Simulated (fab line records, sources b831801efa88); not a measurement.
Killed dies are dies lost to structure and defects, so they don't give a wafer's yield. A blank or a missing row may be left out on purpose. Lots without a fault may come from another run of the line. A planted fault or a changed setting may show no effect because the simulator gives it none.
fab line records | flow sky130
record lots=6 wafers=18 last_day=50
route steps=708 shown LI_CONTACT@375 LOCAL_INTERCONNECT@387 PAD_OPEN@708
lots that met no fault: from a run of the same line without faults
start_h: hours from the record's first day to the start of the lot's first wafer shown | wait_h: hours since the lot's step before | " the same as in the row above | L1.1+2: a row that stands for several wafers | - no value, or no start given | * or withheld: withheld | < > ~ a bound
route shown NAME@n: a module of which the file shows steps, and the number in the route of the first | usual: mean/standard deviation of fault-free wafers | same: alike in all rows | chamber/n: place in a boat | sites: the reading at each site | _std_site: their standard deviation | _edge_site: outer sites' mean less inner sites' | radius_mm: how far each site lies from the wafer's centre | mask NAME#n: copy n | behind: the tool/chamber that last shaped the wafer | hold: why the lot was held/for how many hours/how that ended | device: the transistor (n, p or np) that didn't switch | end of line: the same wafers' tests at the end of the route | a step without rows: its recipe alone | killed: dies lost to structure and defects at the first sort, not the wafer's yield | map: a wafer's dies, x killed, . not, _ none there
set.NAME: the setting as run; set.NAME@STEP: as run at that earlier step | model.NAME: the simulator's own value behind a step, which no gauge read
lots at some steps of the route; a table a step, a row a wafer
services: from which hour (start_h, from the record's first day; less than 0 if before it) a tool's chamber was out of use, for how many hours, and why
## steps
# step SKY_LI_CONTACT_OVL_MEAS_13
# usual LI_CONTACT_OVL=-4/5.5
# columns lot.wafer tool chamber start_h wait_h LI_CONTACT_OVL[nm]
L841.1 overlay-01 - 703.49 0.1 -8
L841.4 " - " " -6
L841.5 " - " " -5
L847.1 overlay-01 - 758.59 0.1 -6
L847.2 " - " " -1
L847.5 " - " " 5
L851.1 overlay-01 - 787.64 0.1 -9
L851.3 " - " " -11
L851.6 " - " " -15
L852.2 overlay-02 - 789.85 0.1 4
L852.4 " - " " 3
L852.6 " - " " 1
L855.3 overlay-02 - 821.25 0.1 12
L855.5 " - " " 6
L855.6 " - " " 4
L858.3 overlay-01 - 835.85 0.1 0
L858.4 " - " " -5
L858.5 " - " " -4
# step SKY_LI_CONTACT_ETCH_14
# recipe chemistry=N2/H2 target=BARC ion_energy_ev=200 source_w=500 bias_w=100 pressure_mtorr=30 n2_flow_sccm=100 h2_flow_sccm=200 stop_on=SiO2 time_s=45.9 target_depth_a=600
# step SKY_LI_CONTACT_ETCH_15
# recipe target=PSG chemistry=C4F8/O2/Ar stop_on=Si taper_deg=4.15 mask_material=KrF-thick source_w=1500 bias_w=1200 pressure_mtorr=40 c4f8_flow_sccm=withheld O2_flow_sccm=6 Ar_flow_sccm=300 time_s=withheld target_depth_a=6000
# usual oes_product_au=0.838/0.0046
# columns lot.wafer tool chamber start_h wait_h oes_product_au
L841.1 rie_diel-02 3 703.56 0.0 0.833
L841.4 " 2 " " 0.834
L841.5 " 0 " " 0.829
L847.1 rie_diel-02 0 758.66 0.0 0.835
L847.2 " 3 " " 0.834
L847.5 " 0 " " 0.836
L851.1 rie_diel-04 3 787.71 0.0 0.836
L851.3 " 0 " " 0.844
L851.6 " 2 " " 0.837
L852.2 rie_diel-03 1 789.92 0.0 0.839
L852.4 " 3 " " 0.838
L852.6 " 0 " " 0.835
L855.3 rie_diel-02 3 821.32 0.0 0.843
L855.5 " 2 " " 0.839
L855.6 " 3 " " 0.844
L858.3 rie_diel-03 2 835.92 0.0 0.835
L858.4 " 1 " " 0.839
L858.5 " 1 " " 0.837
# step SKY_LI_CONTACT_STRIP_16
# recipe chemistry=O2/N2 power_w=1400 pressure_mtorr=1500 platen_temp_c=withheld o2_flow_sccm=3000 n2_flow_sccm=300 overash_fraction=0.5
# usual drypump_motor_current_A=6.0/0.58 o2_flow_sccm=3001/8.9 oes_product_au=0.376/0.0048 strip_time_to_endpoint_s=3.49/0.041
# columns lot.wafer tool chamber start_h wait_h drypump_motor_current_A o2_flow_sccm oes_product_au rf_hours_counter_h strip_time_to_endpoint_s
L841.1 plasma_asher-01 0 703.65 - 5.0 3000 0.387 26 3.50
L841.4 " 0 " " 5.0 3003 0.373 - 3.51
L841.5 " 1 " " 6.4 3005 0.372 - 3.43
L847.1 plasma_asher-02 1 758.75 - 6.0 3003 0.376 91 3.40
L847.2 " 0 " " 6.1 2995 0.380 91 3.48
L847.5 " 1 " " 6.0 3004 0.370 - 3.41
L851.1 plasma_asher-01 0 787.80 - 5.0 2986 0.371 33 3.48
L851.3 " 0 " " 5.0 3002 0.376 - 3.44
L851.6 " 0 " " 5.0 3008 0.376 - 3.48
L852.2 plasma_asher-03 1 790.01 - 6.4 3013 0.377 5 3.55
L852.4 " 0 " " 6.6 2992 0.380 - 3.52
L852.6 " 1 " " 6.3 2992 0.372 - 3.44
L855.3 plasma_asher-01 1 821.44 - 6.4 3010 0.378 - 3.53
L855.5 " 0 " " 5.0 2999 0.376 - 3.56
L855.6 " 1 " " 6.4 3008 0.378 - 3.53
L858.3 plasma_asher-01 1 836.04 - 6.5 3007 0.370 - 3.46
L858.4 " 0 " " 5.0 2989 0.380 - 3.49
L858.5 " 1 " " 6.4 2990 0.378 - 3.51
# step SKY_LI_CONTACT_CLEAN_17
# recipe chemistry=NMP time_s=600 temp_c=60 dry=n2_spin
# step SKY_LI_CONTACT_PRE_CLEAN_18
# recipe gas=Ar time_s=5.6 bias_v=358
# step SKY_LI_CONTACT_SPUTTER_19
# recipe material=Ti target_thk_nm=20 chamber_pressure_pa=5 power_w=2500 substrate_temp_c=200 time_s=106.37
# step SKY_LI_CONTACT_SPUTTER_20
# recipe material=TiN target_thk_nm=20 chamber_pressure_pa=5 power_w=4000 time_s=80
# step SKY_LI_CONTACT_CVD_21
# recipe material=W target_thk_nm=400 time_s=120.56 temp_c=400 pressure_torr=40
# usual chamber_pressure_Torr=40.02/0.093 heater_power_w=824/28
# columns lot.wafer tool chamber start_h wait_h chamber_pressure_Torr heater_power_w
L841.1 cvd_w-02 1 704.08 0.0 40.09 789
L841.4 " 1 " " 40.06 792
L841.5 " 1 " " 40.08 785
L847.1 cvd_w-01 1 759.18 0.0 40.10 806
L847.2 " 0 " " 40.13 809
L847.5 " 0 " " 40.06 824
L851.1 cvd_w-01 1 788.41 0.0 39.99 822
L851.3 " 0 " " 40.22 824
L851.6 " 0 " " 40.06 799
L852.2 cvd_w-01 1 790.46 0.0 39.84 807
L852.4 " 0 " " 40.01 810
L852.6 " 0 " " 40.15 819
L855.3 cvd_w-01 1 821.88 0.1 40.08 826
L855.5 " 0 " " 40.07 809
L855.6 " 1 " " 39.92 813
L858.3 cvd_w-01 0 836.69 0.1 40.05 792
L858.4 " 1 " " 39.88 844
L858.5 " 0 " " 40.00 806
# step SKY_LI_CONTACT_RS_MEAS_22
# recipe thk_meas_gauge=four-point-probe reads=W_of_LI_CONTACT_CVD_21+TiN_of_LI_CONTACT_SPUTTER_20+Ti_of_LI_CONTACT_SPUTTER_19
# usual LI_CONTACT_W_RS=0.2835/0.0027
# columns lot.wafer tool chamber start_h wait_h LI_CONTACT_W_RS[ohm/sq]
L841.1 film_metro-01 - 704.21 0.1 0.2840
L841.4 " - " " 0.2800
L841.5 " - " " 0.2823
L847.1 film_metro-04 - 759.31 0.1 0.2864
L847.2 " - " " 0.2840
L847.5 " - " " 0.2866
L851.1 film_metro-02 - 788.53 0.1 0.2855
L851.3 " - " " 0.2824
L851.6 " - " " 0.2843
L852.2 film_metro-04 - 790.60 0.1 0.2809
L852.4 " - " " 0.2823
L852.6 " - " " 0.2812
L855.3 film_metro-02 - 822.00 0.1 0.2845
L855.5 " - " " 0.2843
L855.6 " - " " 0.2808
L858.3 film_metro-02 - 836.81 0.1 0.2875
L858.4 " - " " 0.2859
L858.5 " - " " 0.2864
# step SKY_LI_CONTACT_THK_MEAS_23
# recipe thk_meas_gauge=xrf reads=W_of_LI_CONTACT_CVD_21
# usual LI_CONTACT_W_THK=398/6.7
# columns lot.wafer tool chamber start_h wait_h LI_CONTACT_W_THK[nm]
L841.1 film_metro-01 - 704.33 0.1 398
L841.4 " - " " 406
L841.5 " - " " 403
L847.1 film_metro-04 - 759.43 0.1 387
L847.2 " - " " 389
L847.5 " - " " 389
L851.1 film_metro-02 - 788.65 0.1 404
L851.3 " - " " 407
L851.6 " - " " 405
L852.2 film_metro-04 - 790.71 0.1 395
L852.4 " - " " 396
L852.6 " - " " 397
L855.3 film_metro-02 - 822.10 0.1 401
L855.5 " - " " 401
L855.6 " - " " 406
L858.3 film_metro-02 - 836.91 0.1 397
L858.4 " - " " 399
L858.5 " - " " 399
# step SKY_LI_CONTACT_CMP_24
# recipe stop_on=PSG t_overpolish_s=20 down_force_psi=3.5 platen_rpm=60 target_thk_nm=0 pad_velocity_m_s=0.94248
# usual motor_current_A=11.1/1.2 overpolish_run_s=20.001/0.0098 time_to_endpoint_s=98/5.3
# columns lot.wafer tool chamber start_h wait_h motor_current_A overpolish_run_s time_to_endpoint_s
L841.4 cmp-02 3 704.44 0.1 10.1 20.016 106
L841.1 " 1 " " 10.7 20.003 104
L841.5 " 2 " " 10.4 20.010 101
L847.1 cmp-02 1 759.59 0.1 11.4 19.996 104
L847.2 " 2 " " 10.4 19.992 101
L847.5 " 0 " " 14.2 20.003 97
L851.1 cmp-01 1 788.81 0.1 11.7 19.986 88
L851.3 " 2 " " 10.4 20.008 96
L851.6 " 0 " " 11.5 20.010 90
L852.4 cmp-02 2 790.76 0.0 10.1 19.992 102
L852.2 " 0 " " 14.6 20.002 97
L852.6 " 3 " " 9.8 19.995 103
L855.3 cmp-02 2 822.19 0.1 10.6 20.007 98
L855.5 " 1 " " 10.5 20.011 108
L855.6 " 2 " " 9.9 20.012 102
L858.4 cmp-02 2 836.95 0.0 10.1 20.005 98
L858.3 " 0 " " 14.3 19.995 91
L858.5 " 3 " " 9.6 20.006 95
# step SKY_LOCAL_INTERCONNECT_SPUTTER_00
# recipe material=TiN target_thk_nm=100 temp_c=300 power_w=6500 time_s=83.3 chamber_pressure_pa=0.4
# usual throttle_valve_pct=30.0/1.2
# columns lot.wafer tool chamber start_h wait_h throttle_valve_pct model.TiN_of_LOCAL_INTERCONNECT_SPUTTER_00.thk_nm
L841.1 pvd_sputter-01 - 704.69 0.1 31.3 100.7
L841.4 " - " " 29.5 100.7
L841.5 " - " " 30.8 99.54
L847.1 pvd_sputter-03 - 759.79 0.1 30.9 99.57
L847.2 " - " " 31.3 99.06
L847.5 " - " " 31.4 98.74
L851.1 pvd_sputter-03 - 789.01 0.1 30.7 96.62
L851.3 " - " " 27.9 95.54
L851.6 " - " " 30.5 96.58
L852.2 pvd_sputter-03 - 791.06 0.1 27.5 96.77
L852.4 " - " " 31.0 97
L852.6 " - " " 27.5 97.14
L855.3 pvd_sputter-01 - 822.44 0.2 29.7 100.7
L855.5 " - " " 29.5 101.1
L855.6 " - " " 28.7 99.87
L858.3 pvd_sputter-04 - 837.25 0.1 29.0 101
L858.4 " - " " 29.8 101.1
L858.5 " - " " 29.7 100.6
# step SKY_LOCAL_INTERCONNECT_RS_MEAS_01
# recipe thk_meas_gauge=four-point-probe reads=TiN_of_LOCAL_INTERCONNECT_SPUTTER_00
# usual LOCAL_INTERCONNECT_TIN_RS=14.13/0.16
# columns lot.wafer tool chamber start_h wait_h LOCAL_INTERCONNECT_TIN_RS[ohm/sq]
L841.1 film_metro-03 - 704.75 0.0 14.07
L841.4 " - " " 14.07
L841.5 " - " " 14.26
L847.1 film_metro-03 - 759.85 0.0 14.25
L847.2 " - " " 14.33
L847.5 " - " " 14.40
L851.1 film_metro-03 - 789.08 0.0 14.71
L851.3 " - " " 14.88
L851.6 " - " " 14.70
L852.2 film_metro-03 - 791.14 0.1 14.70
L852.4 " - " " 14.60
L852.6 " - " " 14.62
L855.3 film_metro-03 - 822.55 0.1 14.07
L855.5 " - " " 14.02
L855.6 " - " " 14.20
L858.3 film_metro-03 - 837.35 0.1 14.06
L858.4 " - " " 14.02
L858.5 " - " " 14.10
# step SKY_LOCAL_INTERCONNECT_THK_MEAS_02
# recipe thk_meas_gauge=xrf reads=TiN_of_LOCAL_INTERCONNECT_SPUTTER_00
# usual LOCAL_INTERCONNECT_TIN_THK=100.0/1.1
# columns lot.wafer tool chamber start_h wait_h LOCAL_INTERCONNECT_TIN_THK[nm]
L841.1 film_metro-03 - 704.87 0.1 100.4
L841.4 " - " " 100.0
L841.5 " - " " 99.3
L847.1 film_metro-03 - 759.97 0.1 99.0
L847.2 " - " " 98.4
L847.5 " - " " 98.0
L851.1 film_metro-03 - 789.20 0.1 96.9
L851.3 " - " " 95.5
L851.6 " - " " 96.7
L852.2 film_metro-03 - 791.25 0.1 96.9
L852.4 " - " " 97.5
L852.6 " - " " 97.7
L855.3 film_metro-03 - 822.65 0.1 100.7
L855.5 " - " " 101.2
L855.6 " - " " 99.3
L858.3 film_metro-03 - 837.45 0.1 100.9
L858.4 " - " " 101.0
L858.5 " - " " 100.7
# step SKY_LOCAL_INTERCONNECT_DEHYDRATE_03
# recipe temp_c=200 time_s=60
# step SKY_LOCAL_INTERCONNECT_HMDS_04
# recipe prime_time_s=60 prime_temp_c=120
# step SKY_LOCAL_INTERCONNECT_COAT_05
# recipe resist=BARC temp_c=withheld time_s=withheld spin_rpm=3000 resist_thk_nm=60
# step SKY_LOCAL_INTERCONNECT_COAT_06
# recipe resist=KrF-thick spin_rpm=3057 resist_thk_nm=450
# step SKY_LOCAL_INTERCONNECT_SOFTBAKE_07
# recipe temp_c=100 time_s=90 resist=KrF-thick
# step SKY_LOCAL_INTERCONNECT_EXPOSE_08
# recipe mask_id=LI1M na=0.8 source_shape=annular sigma_inner=0.55 sigma_outer=0.85 target_cd_nm=170 dose_mj=28
# step SKY_LOCAL_INTERCONNECT_PEB_09
# recipe peb_temp_c=withheld peb_time_s=withheld resist=KrF-thick
# step SKY_LOCAL_INTERCONNECT_DEVELOP_10
# recipe develop_time_s=60 resist=KrF-thick dev_temp_c=21
# step SKY_LOCAL_INTERCONNECT_CD_MEAS_11
# recipe target_cd_nm=170
# usual cd_nm=169.2/1.4
# columns lot.wafer tool chamber start_h wait_h cd_nm
L841.1 cd_sem-02 - 732.77 - 169.9
L841.4 " - " " 170.1
L841.5 " - " " 170.9
L847.1 cd_sem-02 - 786.42 - 169.2
L847.2 " - " " 171.5
L847.5 " - " " 170.9
L851.1 cd_sem-02 - 815.72 - 169.5
L851.3 " - " " 168.6
L851.6 " - " " 168.6
L852.2 cd_sem-01 - 817.83 - 169.0
L852.4 " - " " 168.1
L852.6 " - " " 168.8
L855.3 cd_sem-02 - 847.75 - 168.8
L855.5 " - " " 169.6
L855.6 " - " " 169.4
L858.3 cd_sem-01 - 862.95 - 170.2
L858.4 " - " " 171.3
L858.5 " - " " 170.9
# step SKY_LOCAL_INTERCONNECT_OVL_MEAS_12
# usual LOCAL_INTERCONNECT_OVL=1/5.9
# columns lot.wafer tool chamber start_h wait_h LOCAL_INTERCONNECT_OVL[nm]
L841.1 overlay-02 - 732.89 0.1 -9
L841.4 " - " " -13
L841.5 " - " " -4
L847.1 overlay-01 - 786.54 0.1 11
L847.2 " - " " 5
L847.5 " - " " 15
L851.1 overlay-02 - 815.84 0.1 6
L851.3 " - " " 10
L851.6 " - " " 5
L852.2 overlay-01 - 817.94 0.1 -8
L852.4 " - " " 5
L852.6 " - " " -5
L855.3 overlay-01 - 847.85 0.1 8
L855.5 " - " " -1
L855.6 " - " " -3
L858.3 overlay-01 - 863.05 0.1 5
L858.4 " - " " -2
L858.5 " - " " 2
# step SKY_LOCAL_INTERCONNECT_ETCH_13
# recipe chemistry=N2/H2 target=BARC ion_energy_ev=200 bias_w=100 pressure_mtorr=30 n2_flow_sccm=100 h2_flow_sccm=200 icp_w=500 stop_on=SiO2 time_s=45.9 target_depth_a=600
# usual drypump_motor_current_A=5.8/0.52 oes_product_au=0.855/0.0052 throttle_valve_pct=13.226/0.0081
# columns lot.wafer tool chamber start_h wait_h drypump_motor_current_A oes_product_au rf_hours_counter_h throttle_valve_pct
L841.1 rie_metal-04 1 732.92 0.0 5.2 0.849 13 13.216
L841.4 " 0 " " 5.6 0.862 - 13.217
L841.5 " 0 " " 5.6 0.858 - 13.221
L847.1 rie_metal-04 1 786.58 0.0 5.2 0.857 15 13.215
L847.2 " 0 " " 5.6 0.855 0 13.222
L847.5 " 0 " " 5.6 0.852 - 13.234
L851.1 rie_metal-01 1 815.88 0.0 6.4 0.853 5 13.216
L851.3 " 0 " " 5.5 0.861 - 13.227
L851.6 " 1 " " 6.4 0.851 - 13.230
L852.2 rie_metal-02 1 817.97 0.0 6.7 0.857 9 13.223
L852.4 " 1 " " 6.7 0.855 - 13.230
L852.6 " 0 " " 6.2 0.853 - 13.236
L855.3 rie_metal-01 0 847.89 0.0 5.5 0.854 - 13.220
L855.5 " 1 " " 6.4 0.851 - 13.209
L855.6 " 0 " " 5.5 0.851 - 13.239
L858.3 rie_metal-04 0 863.11 0.1 5.6 0.860 - 13.223
L858.4 " 0 " " 5.6 0.859 - 13.220
L858.5 " 0 " " 5.6 0.854 - 13.221
# step SKY_LOCAL_INTERCONNECT_METAL_ETCH_14
# recipe target_depth_nm=110 stop_on=PSG chemistry=Cl2/BCl3 target=TiN resist_sidewall_deg=88 pressure_mtorr=10 icp_w=900 bias_w=48.5 Cl2_flow_sccm=60 bcl3_flow_sccm=30 time_s=31.4
# usual drypump_motor_current_A=5.8/0.52 oes_product_au=0.942/0.0078 throttle_valve_pct=21.900/0.0097
# columns lot.wafer tool chamber start_h wait_h drypump_motor_current_A oes_product_au rf_hours_counter_h throttle_valve_pct model.LOCAL_INTERCONNECT.feature_depth_nm model.etch.depth_nm
L841.1 rie_metal-04 1 732.99 0.0 5.2 0.946 13 21.877 100.7 100.7
L841.4 " 0 " " 5.6 0.939 - 21.897 100.7 100.7
L841.5 " 0 " " 5.6 0.934 - 21.890 99.54 99.54
L847.1 rie_metal-04 1 786.64 0.0 5.2 0.935 15 21.921 99.57 99.57
L847.2 " 0 " " 5.6 0.939 0 21.897 99.06 99.06
L847.5 " 0 " " 5.6 0.932 - 21.931 98.74 98.74
L851.1 rie_metal-01 1 815.94 0.0 6.4 0.909 5 21.924 96.62 96.62
L851.3 " 0 " " 5.5 0.908 - 21.916 95.54 95.54
L851.6 " 1 " " 6.4 0.918 - 21.909 96.58 96.58
L852.2 rie_metal-02 1 818.03 0.0 6.7 0.921 9 21.913 96.77 96.77
L852.4 " 1 " " 6.7 0.924 - 21.921 97 97
L852.6 " 0 " " 6.2 0.922 - 21.894 97.14 97.14
L855.3 rie_metal-01 0 847.95 0.0 5.5 0.949 - 21.892 100.7 100.7
L855.5 " 1 " " 6.4 0.950 - 21.902 101.1 101.1
L855.6 " 0 " " 5.5 0.948 - 21.902 99.87 99.87
L858.3 rie_metal-04 0 863.23 0.1 5.6 0.943 - 21.899 101 101
L858.4 " 0 " " 5.6 0.951 - 21.895 101.1 101.1
L858.5 " 0 " " 5.6 0.942 - 21.903 100.6 100.6
# step SKY_LOCAL_INTERCONNECT_STRIP_15
# recipe chemistry=O2/N2 power_w=1400 pressure_mtorr=1500 platen_temp_c=withheld o2_flow_sccm=3000 n2_flow_sccm=300 overash_fraction=0.5
# step SKY_LOCAL_INTERCONNECT_STRIP_16
# recipe chemistry=post_etch_residue_remover time_s=1200 temp_c=72.5
# columns lot.wafer tool chamber start_h wait_h model.TiN_of_LOCAL_INTERCONNECT_SPUTTER_00.thk_nm
L841.1+4 wet_bench-02 1 733.14 0.1 100.3
L841.5 " 1 " " 99.12
L847.1 wet_bench-03 2 786.79 0.1 99.16
L847.2 " 2 " " 98.65
L847.5 " 2 " " 98.32
L851.1 wet_bench-02 0 816.09 0.1 96.19
L851.3 " 0 " " 95.11
L851.6 " 0 " " 96.15
L852.2 wet_bench-01 1 818.19 0.1 96.35
L852.4 " 1 " " 96.59
L852.6 " 1 " " 96.72
L855.3 wet_bench-02 1 848.09 0.0 100.3
L855.5 " 1 " " 100.7
L855.6 " 1 " " 99.46
L858.3 wet_bench-03 3 863.40 0.0 100.5
L858.4 " 3 " " 100.7
L858.5 " 3 " " 100.2
# step SKY_LOCAL_INTERCONNECT_CLEAN_17
# recipe chemistry=IPA time_s=180 temp_c=25
# step SKY_PAD_OPEN_PROBE_99
# usual killed_at_M0_to_M3=44/7.1 killed_at_M4_up=3/1.6 killed_at_contacts=24/5.4 killed_at_front_end=15/4.7 killed_at_other=0.3/0.51 killed_dies=87/9.9 killed_open=48/7.6 killed_short=39/6.3
# same gross_dies=492 killed_at_back_side=0
# columns lot.wafer tool chamber start_h wait_h killed_at_M0_to_M3 killed_at_M4_up killed_at_contacts killed_at_front_end killed_at_other killed_dies killed_open killed_short model.etest.res_li.line_ohm_um model.etest.res_li.rs_ohm_sq
L841.1 prober-02 - 1093.54 0.1 47 6 22 10 0 85 50 35 74.3 12.66
L841.4 prober-02 - 1093.69 0.2 55 3 30 17 0 105 53 52 73.82 12.83
L841.5 prober-02 - 1093.74 0.2 33 3 28 14 0 78 40 38 74.35 12.81
L847.1 prober-02 - 1136.24 0.1 33 2 26 20 0 81 50 31 75.62 12.84
L847.2 prober-02 - 1136.29 0.1 42 6 22 14 0 84 42 42 74.95 12.92
L847.5 prober-02 - 1136.44 0.2 42 4 18 8 1 73 41 32 74.92 13.08
L851.1 prober-01 - 1155.95 0.1 41 3 20 15 0 79 46 33 77.7 13.2
L851.3 prober-01 - 1156.05 0.2 33 3 28 15 0 79 43 36 79.48 13.46
L851.6 prober-01 - 1156.20 0.2 45 3 32 21 0 101 55 46 78.63 13.22
L852.2 prober-02 - 1158.08 0.1 46 4 37 18 1 106 60 46 77.9 13.26
L852.4 prober-02 - 1158.18 0.2 28 2 21 20 0 71 41 30 77.75 13.22
L852.6 prober-02 - 1158.28 0.2 51 3 26 10 0 90 42 48 78.77 13.21
L855.3 prober-01 - 1175.64 0.2 49 4 23 10 1 87 49 38 74.77 12.74
L855.5 prober-01 - 1175.74 0.2 48 4 29 13 0 94 54 40 74.54 12.71
L855.6 prober-01 - 1175.79 0.2 53 1 22 20 0 96 53 43 75.74 12.81
L858.3 prober-02 - 1188.74 0.2 26 3 16 17 0 62 34 28 74.26 12.67
L858.4 prober-02 - 1188.79 0.2 40 2 31 25 1 99 57 42 73.92 12.62
L858.5 prober-02 - 1188.84 0.2 40 3 25 16 0 84 44 40 74.13 12.79
# killed by level:class
L841.1 VIA2:geometric_particle:open=10 VIA1:geometric_particle:open=9 LI_CONTACT:geometric_particle:open=7 LOCAL_INTERCONNECT:geometric_particle:short=7 METAL2:geometric_particle:short=6 VIA3:geometric_particle:open=5 POLY_GATE:geometric_particle:open=4 VIA1:geometric_particle:short=4
L841.4 VIA1:geometric_particle:open=12 LI_CONTACT:geometric_particle:open=10 CONTACT:geometric_particle:open=9 VIA1:geometric_particle:short=8 VIA3:geometric_particle:open=8 CONTACT:geometric_particle:short=6 METAL3:geometric_particle:short=6 VIA3:geometric_particle:short=6
L841.5 CONTACT:geometric_particle:open=10 VIA2:geometric_particle:open=8 LI_CONTACT:geometric_particle:open=7 VIA3:geometric_particle:short=6 VIA3:geometric_particle:open=5 FIELD_ISO:geometric_particle:short=4 FIELD_ISO:geometric_particle:open=4 LI_CONTACT:geometric_particle:short=4
L847.1 VIA1:geometric_particle:open=9 FIELD_ISO:geometric_particle:open=8 VIA2:geometric_particle:open=8 CONTACT:geometric_particle:open=8 LI_CONTACT:geometric_particle:open=7 CONTACT:geometric_particle:short=5 POLY_GATE:geometric_particle:short=4 LOCAL_INTERCONNECT:geometric_particle:short=4
L847.2 VIA1:geometric_particle:open=11 CONTACT:geometric_particle:open=8 METAL2:geometric_particle:short=8 CONTACT:geometric_particle:short=6 LI_CONTACT:geometric_particle:open=6 FIELD_ISO:geometric_particle:short=5 METAL4:geometric_particle:short=5 VIA1:geometric_particle:short=5
L847.5 VIA1:geometric_particle:open=14 METAL1:geometric_particle:short=11 CONTACT:geometric_particle:open=6 VIA3:geometric_particle:open=4 VIA2:geometric_particle:open=4 VIA3:geometric_particle:short=4 FIELD_ISO:geometric_particle:open=3 LI_CONTACT:geometric_particle:open=3
L851.1 VIA1:geometric_particle:open=11 VIA2:geometric_particle:open=8 FIELD_ISO:geometric_particle:short=6 LI_CONTACT:geometric_particle:open=6 VIA1:geometric_particle:short=6 CONTACT:geometric_particle:open=6 FIELD_ISO:geometric_particle:open=5 VIA3:geometric_particle:open=4
L851.3 VIA1:geometric_particle:open=10 CONTACT:geometric_particle:open=8 CONTACT:geometric_particle:short=7 LOCAL_INTERCONNECT:geometric_particle:short=5 LI_CONTACT:geometric_particle:open=5 VIA2:geometric_particle:open=5 FIELD_ISO:geometric_particle:short=4 POLY_GATE:geometric_particle:open=4
L851.6 VIA1:geometric_particle:open=13 CONTACT:geometric_particle:short=10 CONTACT:geometric_particle:open=10 VIA1:geometric_particle:short=9 LI_CONTACT:geometric_particle:open=8 POLY_GATE:geometric_particle:short=4 POLY_GATE:geometric_particle:open=4 SPACER:geometric_particle:open=4
L852.2 CONTACT:geometric_particle:open=13 VIA3:geometric_particle:open=9 LI_CONTACT:geometric_particle:open=9 LOCAL_INTERCONNECT:geometric_particle:short=7 METAL1:geometric_particle:short=7 VIA1:geometric_particle:open=7 VIA1:geometric_particle:short=6 VIA2:geometric_particle:open=6
L852.4 CONTACT:geometric_particle:open=9 FIELD_ISO:geometric_particle:open=7 VIA2:geometric_particle:open=7 VIA3:geometric_particle:open=5 POLY_GATE:geometric_particle:short=4 LI_CONTACT:geometric_particle:open=4 POLY_GATE:geometric_particle:open=3 SPACER:geometric_particle:short=3
L852.6 METAL1:geometric_particle:short=11 VIA1:geometric_particle:open=9 VIA3:geometric_particle:open=9 CONTACT:geometric_particle:open=8 VIA3:geometric_particle:short=6 CONTACT:geometric_particle:short=5 LI_CONTACT:geometric_particle:open=5 LI_CONTACT:geometric_particle:short=4
L855.3 VIA1:geometric_particle:open=11 CONTACT:geometric_particle:open=10 LI_CONTACT:geometric_particle:open=9 VIA3:geometric_particle:open=7 METAL2:geometric_particle:short=6 VIA3:geometric_particle:short=6 VIA2:geometric_particle:open=5 VIA2:geometric_particle:short=4
L855.5 VIA1:geometric_particle:open=12 CONTACT:geometric_particle:open=11 VIA3:geometric_particle:open=8 METAL2:geometric_particle:short=7 LI_CONTACT:geometric_particle:open=6 METAL1:geometric_particle:short=5 VIA1:geometric_particle:short=5 LI_CONTACT:geometric_particle:short=4
L855.6 CONTACT:geometric_particle:open=11 VIA1:geometric_particle:open=10 VIA1:geometric_particle:short=9 METAL1:geometric_particle:short=8 POLY_GATE:geometric_particle:open=7 VIA2:geometric_particle:open=6 METAL1:geometric_particle:open=5 METAL2:geometric_particle:short=5
L858.3 CONTACT:geometric_particle:open=6 POLY_GATE:geometric_particle:open=5 VIA1:geometric_particle:open=5 FIELD_ISO:geometric_particle:short=4 CONTACT:geometric_particle:short=4 VIA2:geometric_particle:open=4 VIA3:geometric_particle:open=4 FIELD_ISO:geometric_particle:open=3
L858.4 LI_CONTACT:geometric_particle:open=11 POLY_GATE:geometric_particle:open=8 VIA3:geometric_particle:open=8 VIA1:geometric_particle:open=8 LI_CONTACT:geometric_particle:short=6 CONTACT:geometric_particle:open=6 METAL2:geometric_particle:short=6 FIELD_ISO:geometric_particle:open=5
L858.5 CONTACT:geometric_particle:open=8 CONTACT:geometric_particle:short=7 VIA1:geometric_particle:open=7 METAL2:geometric_particle:short=6 VIA2:geometric_particle:open=6 FIELD_ISO:geometric_particle:open=5 LI_CONTACT:geometric_particle:open=5 METAL1:geometric_particle:short=5
## services
# columns tool chamber start_h hours kind
cmp-02 - 696.18 4.3 repair
cmp-02 - 716.21 0.9 repair
rie_diel-03 - 724.92 1.6 repair
plasma_asher-03 - 733.75 9.0 pm
wet_bench-02 - 742.43 2.2 repair
cmp-01 - 744.06 4.0 pm
pvd_sputter-04 - 744.15 6.1 repair
rie_diel-03 0 755.05 2.0 repair
plasma_asher-01 - 760.83 9.1 repair
cmp-01 - 763.54 4.0 pm
rie_diel-03 - 769.78 0.2 repair
pvd_sputter-04 - 775.43 6.5 repair
rie_diel-03 - 776.04 0.5 repair
plasma_asher-01 - 779.11 2.8 pm
rie_diel-04 - 787.36 0.3 repair
rie_diel-04 1 789.21 6.0 repair
cvd_w-01 - 792.15 0.9 repair
cmp-02 - 801.90 0.3 repair
rie_diel-03 2 807.17 1.8 repair
rie_diel-03 0 816.13 8.8 repair
rie_metal-04 1 824.95 24.5 repair
cvd_w-01 - 826.56 2.8 pm
cvd_w-01 1 842.30 2.7 repair
plasma_asher-01 - 849.71 28.1 pm
## key
first_sign step=SKY_LOCAL_INTERCONNECT_RS_MEAS_01 reading=LOCAL_INTERCONNECT_TIN_RS direction=up sigmas=3.5 usual=14.13 struck=14.70
effect step=SKY_LOCAL_INTERCONNECT_THK_MEAS_02 reading=LOCAL_INTERCONNECT_TIN_THK direction=down sigmas=2.8 usual=100.0 struck=96.9
model_effect step=SKY_LOCAL_INTERCONNECT_SPUTTER_00 value=TiN_of_LOCAL_INTERCONNECT_SPUTTER_00.thk_nm without=98.93 struck=96.61
model_effect step=SKY_LOCAL_INTERCONNECT_METAL_ETCH_14 value=LOCAL_INTERCONNECT.feature_depth_nm without=98.93 struck=96.61
model_effect step=SKY_LOCAL_INTERCONNECT_STRIP_16 value=TiN_of_LOCAL_INTERCONNECT_SPUTTER_00.thk_nm without=98.5 struck=96.18
model_effect step=SKY_PAD_OPEN_PROBE_99 value=etest.res_li.line_ohm_um without=76.53 struck=78.37
met_at SKY_LOCAL_INTERCONNECT_SPUTTER_00
struck_wafers L851.1,L851.3,L851.6,L852.2,L852.4,L852.6
tester_left_out L851,L852
onset_between 759.79 789.01
fault kind=process_parameter_drift tool=pvd_sputter-03 chamber=- onset_h=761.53 steps=SKY_LOCAL_INTERCONNECT_SPUTTER_00 channel=time_s offset=* shape=step end_h=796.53 acts_in=* stated=*
# tester_left_out: of these lots the tester's yield and bins aren't shown, on N5 and GAA mostly nor the transistor test; their killed dies are dies lost to structure and defects alone, not to doping, threshold or leakage, so they don't give the yield
